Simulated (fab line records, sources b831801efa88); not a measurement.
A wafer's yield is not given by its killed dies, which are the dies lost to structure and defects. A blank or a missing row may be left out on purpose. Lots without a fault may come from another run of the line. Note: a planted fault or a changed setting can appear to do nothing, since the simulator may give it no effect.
Comparing a struck lot with a sound one ; flow gf180mcu ; 16 out of 602 route steps
Sound: wafers L865.2, L865.4, L865.5. Struck: wafer L876.1 (left out: L876.3, L876.4 of the same lot, which were not struck); the cause appears at the end.
For every step that has rows: the tool of each side, followed by ch and its chambers, followed by its first start. Under that, the readings that differ: sound wafers ; struck wafers ; difference of the means ; sigmas: that difference in standard deviations of wafers without a fault.
alike: same words and numbers on both sides, and readings whose means sit less than 2 such deviations apart. not compared: any withheld reading, any reading some wafer has no value for, any bound like >300 that may hide the same value, and any number with overlapping values for which the record gives no deviation.
Wherever a step has rows on one side only, a row that says differs or no value, or a row with sigmas, the two part there. Non-overlapping numbers with no deviation appear without sigmas and do not part them. Lack of a reading on every wafer of one side parts them only where that side has two or more wafers.

first, 6 steps without rows for these wafers: GF_M3_HMDS_08 (prime time 60 s); GF_M3_COAT_09 (resist thk 1000 nm); GF_M3_SOFTBAKE_10 (time 60 s); GF_M3_EXPOSE_11 (exposes mask Metal3, target cd 280 nm); GF_M3_PEB_12 (peb time 90 s); GF_M3_DEVELOP_13 (develop time 60 s).
GF_M3_CD_MEAS_14 targets a cd of 280 nm.
  sound on cd_sem-01 at day 21 22:32; struck on cd_sem-02 at day 26 07:22
  alike: cd_nm
GF_M3_OVL_MEAS_15:
  sound on overlay-02 at day 21 22:39; struck on overlay-01 at day 26 07:29
  alike: M3_OVL
GF_M3_METAL_ETCH_16: etches the open film in Cl2/BCl3, stops on SiO2, target depth 627.5 nm, time 104.6 s.
  sound on rie_metal-01 ch 0,1, day 21 22:41; struck on rie_metal-04 ch 0, day 26 07:32
  alike: bcl3_flow_sccm, drypump_motor_current_A, mfc_cl2_sccm, oes_product_au, throttle_valve_pct
  not compared: rf_hours_counter_h
GF_M3_STRIP_17: strips in O2/N2.
  sound on plasma_asher-02 ch 0,1, day 21 22:47; struck on plasma_asher-04 ch 1, day 26 07:38
  alike: drypump_motor_current_A, heater_power_w, oes_product_au, platen_temp_c, strip_time_to_endpoint_s
  not compared: rf_hours_counter_h
then, 2 steps without rows for these wafers: GF_M3_STRIP_18 (strips in post etch residue remover, time 1200 s); GF_M3_CLEAN_19 (cleans in DIW).
GF_V3_CVD_00: deposits SiO2, target thk 600 nm, time 100 s.
  sound on hdpcvd-01 ch 0,1,2, day 21 23:20; struck on hdpcvd-02 ch 0, day 26 08:10
reading;sound;struck;difference;sigmas
sih4_flow_sccm (sccm);60.19 59.97 59.78;89.92;+29.94;+99 or more
model.SiO2_of_V3_CVD_00.thk_nm (nm);591.6 595.2 601.4;902.5;+306.4;
GF_V3_THK_MEAS_01:
  sound on film_metro-01 at day 21 23:26; struck on film_metro-01 at day 26 08:15
reading;sound;struck;difference;sigmas
V3_CVD_00_THK (nm);592 595 601;903;+307;+47
GF_V3_CVD_02: deposits SiO2 from TEOS, target thk 850 nm, time 94.851 s.
  sound on pecvd-03 ch 0,1,2, day 21 23:29; struck on pecvd-02 ch 1, day 26 08:19
reading;sound;struck;difference;sigmas
heater_power_w (W);577 749 698;877;+202;+2
after that, 1 step had no rows for these wafers: GF_PASSIVATION_PROBE_99.

## WHERE THEY PART
Earliest at GF_V3_CVD_00; latest, in this record, at GF_V3_CVD_02.

WHY: what the simulator had put in
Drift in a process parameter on hdpcvd-02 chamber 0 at GF_V3_CVD_00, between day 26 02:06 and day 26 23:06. Setting sih4_flow_sccm, moved by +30, from 60. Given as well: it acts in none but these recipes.
